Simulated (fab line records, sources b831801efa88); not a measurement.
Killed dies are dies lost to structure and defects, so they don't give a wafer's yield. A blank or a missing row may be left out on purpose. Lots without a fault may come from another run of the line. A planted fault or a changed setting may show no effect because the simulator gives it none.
Chamber matching | flow sfq_line | SFQ_TRILAYER_I1_CMP_CMP_046 on cmp-01: 4 sister chambers
The step polishes SiO2. 16 wafers are shown with their chamber, then 7 later ones without.

WAFERS WITH THEIR CHAMBER
wafer  | chamber | time_to_endpoint_s (s) | motor_current_A (A) | head_pressure_psi (psi)
L617.1 | 3       | 213                    | 9.3                 | 2.997
L617.3 | 2       | 220                    | 9.8                 | 2.997
L617.6 | 1       | 214                    | 9.7                 | 2.994
L619.1 | 3       | 215                    | 9.4                 | 3.003
L619.3 | 2       | 235                    | 9.8                 | 3.015
L619.5 | 2       | 239                    | 9.3                 | 2.992
L620.1 | 1       | 203                    | 9.6                 | 3.001
L620.2 | 2       | 217                    | 9.5                 | 3.022
L620.3 | 0       | 215                    | 9.7                 | 2.996
L621.2 | 0       | 219                    | 9.2                 | 3.011
L621.3 | 3       | 200                    | 9.1                 | 3.017
L621.5 | 2       | 228                    | 9.7                 | 2.993
L622.2 | 1       | 211                    | 9.7                 | 2.996
L622.1 | 0       | 220                    | 9.6                 | 2.993
L622.6 | 1       | 213                    | 9.4                 | 2.993
L624.3 | 2       | 220                    | 9.4                 | 2.986

SIGNATURES (means of the wafers above)
reading            | chamber 0 | chamber 1 | chamber 2 | chamber 3 | scatter within a chamber
time_to_endpoint_s | 218.00    | 210.25    | 226.50    | 209.33    | 7.23
motor_current_A    | 9.500     | 9.600     | 9.583     | 9.267     | 0.199
head_pressure_psi  | 3.00000   | 2.99600   | 3.00083   | 3.00567   | 0.011
Rule: a wafer's distance from a chamber is the root of the sum, over the readings, of the square of ((its reading less the chamber's mean) divided by the reading's scatter). The wafer belongs to the nearest chamber; if the next one is less than 2 further off, it can't be placed. The scatter: the root of (the sum of the squares of (reading less its chamber's mean) over the shown wafers, divided by (wafers less chambers)).

WAFERS WITHOUT THEIR CHAMBER
wafer  | time_to_endpoint_s (s) | motor_current_A (A) | head_pressure_psi (psi)
L624.1 | 221                    | 9.4                 | 3.001
L624.6 | 218                    | 9.9                 | 2.995
L631.4 | 231                    | 9.1                 | 2.999
L632.3 | 205                    | 9.9                 | 3.013
L632.5 | 214                    | 9.1                 | 2.997
L633.2 | 189                    | 9.4                 | 3.010
L633.3 | 214                    | 9.6                 | 3.003

WHICH CHAMBER EACH WENT THROUGH
wafer  | from the rows above               | in truth
L624.1 | can't be placed: 0 or 2 or 3 or 1 | 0
L624.6 | can't be placed: 1 or 2 or 0 or 3 | 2
L631.4 | can't be placed: 2 or 0 or 3 or 1 | 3
L632.3 | can't be placed: 1 or 0 or 3 or 2 | 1
L632.5 | can't be placed: 3 or 0 or 1 or 2 | 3
L633.2 | can't be placed: 3 or 1 or 0      | 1
L633.3 | can't be placed: 0 or 1 or 2 or 3 | 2
Placed correctly: 0 of 7. Can't be placed from these rows: 7 (the true chamber is among the candidates in 7). Placed wrongly: 0.
